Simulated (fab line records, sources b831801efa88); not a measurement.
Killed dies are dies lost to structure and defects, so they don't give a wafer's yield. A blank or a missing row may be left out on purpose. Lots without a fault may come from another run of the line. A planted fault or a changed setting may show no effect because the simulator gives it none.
Problem report in the 8D (eight disciplines) form, filled by code | flow sky130 | the parts of the form that need people (team, actions taken, sign-off) are left out

1. THE PROBLEM
SD_N_RS at SKY_SD_N_RS_MEAS_16 reads a mean of 70.47 ohm/sq on 3 wafers of 3 lots; wafers without a fault read 68.64 ohm/sq with a standard deviation of 0.11. That is +17 standard deviations from the usual mean.
The step: measures by four-point-probe.
First seen on wafer L421.6, day 28 19:28, on film_metro-02. The record holds 17 wafers of 7 lots with a number at this step. Rule for "out", or "out of limits": more than 4 standard deviations from the usual mean. The other wafers with a number count as sound.

2. WHAT IT IS AND WHAT IT IS NOT
question                    | is                           | is not
which readings at this step | SD_N_RS                      | -
which lots                  | L421, L422, L425             | L418, L419, L431, L436
which wafers of those lots  | L421.6, L422.2, L425.6       | L421.3, L422.3
read on which gauges        | film_metro-01, film_metro-02 | -
when                        | from day 28 19:28            | up to then (7 sound wafers); but 7 sound wafers of L422, L431, L436 came after

3. SUSPECTS, AND WHAT RULES EACH OUT
Counting: a tool at a process step up to the reading stays a suspect if it ran every lot that is out. Sound lots after the first of them don't rule it out here, since some wafers of a struck lot are sound.
- the gauge at SKY_SD_N_RS_MEAS_16: ruled out. The wafers that are out were read on 2 gauges (film_metro-01, film_metro-02).
- implanter-03 at SKY_SD_N_IMPLANT_09: kept. It ran every lot that is out, first L421 (day 28 18:47); its last sound lot up to then is L419 (day 28 09:59). Its own readings are out on those wafers: faraday_current_uA.
- plasma_asher-01 at SKY_SD_N_STRIP_11 (strips in O2/N2): kept. It ran every lot that is out, first L421 (day 28 19:04). Its own readings are out on those wafers: strip_time_to_endpoint_s.
Left after counting: implanter-03 at SKY_SD_N_IMPLANT_09, plasma_asher-01 at SKY_SD_N_STRIP_11.

4. THE CAUSE (what the simulator had put in)
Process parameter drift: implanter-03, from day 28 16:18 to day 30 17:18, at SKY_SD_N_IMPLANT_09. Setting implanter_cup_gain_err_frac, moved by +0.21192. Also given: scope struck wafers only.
Counting left 2 suspects, and this tool is among them.

5. THE CHAIN OF EFFECTS, in route order
Each row: a reading whose mean over the struck wafers that have a number lies more than 3 standard deviations from the usual. Only readings for which the record gives a usual standard deviation are gone through. hours: the time from each lot's start at the first step in this table that gives one to its start at this step, as a median over the lots. sigmas: the change in usual standard deviations.
hours | step                | reading                  | usual        | on struck wafers | change | sigmas
0     | SKY_SD_N_IMPLANT_09 | faraday_current_uA       | 12305        | 17346            | +5041  | +4.2
0     | SKY_SD_N_STRIP_11   | strip_time_to_endpoint_s | 22.52 s      | 21.82            | -0.70  | -19
1     | SKY_SD_N_RS_MEAS_16 | SD_N_RS                  | 68.64 ohm/sq | 70.47            | +1.83  | +17
The process steps in it:
- SKY_SD_N_IMPLANT_09
- SKY_SD_N_STRIP_11: strips in O2/N2.
Later measuring or inspecting steps at which every struck wafer that the step has a row for has a number for every such reading, and none has moved that far: SKY_SD_N_RS_MEAS_17.

6. WHAT WOULD HAVE CAUGHT IT SOONER
In this record the first reading out of limits at a measuring or inspecting step was taken at day 28 19:28, 3 hours after the fault began at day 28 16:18.
The tool's own readings at SKY_SD_N_IMPLANT_09 were out on every struck wafer that the step has a row for (faraday_current_uA): an alarm limit on them would have fired on the first of those.
Of the lots that are out (3), L422, L425 began SKY_SD_N_IMPLANT_09 on implanter-03 after day 28 19:28. A hold on the tool at that time would have spared those 2.
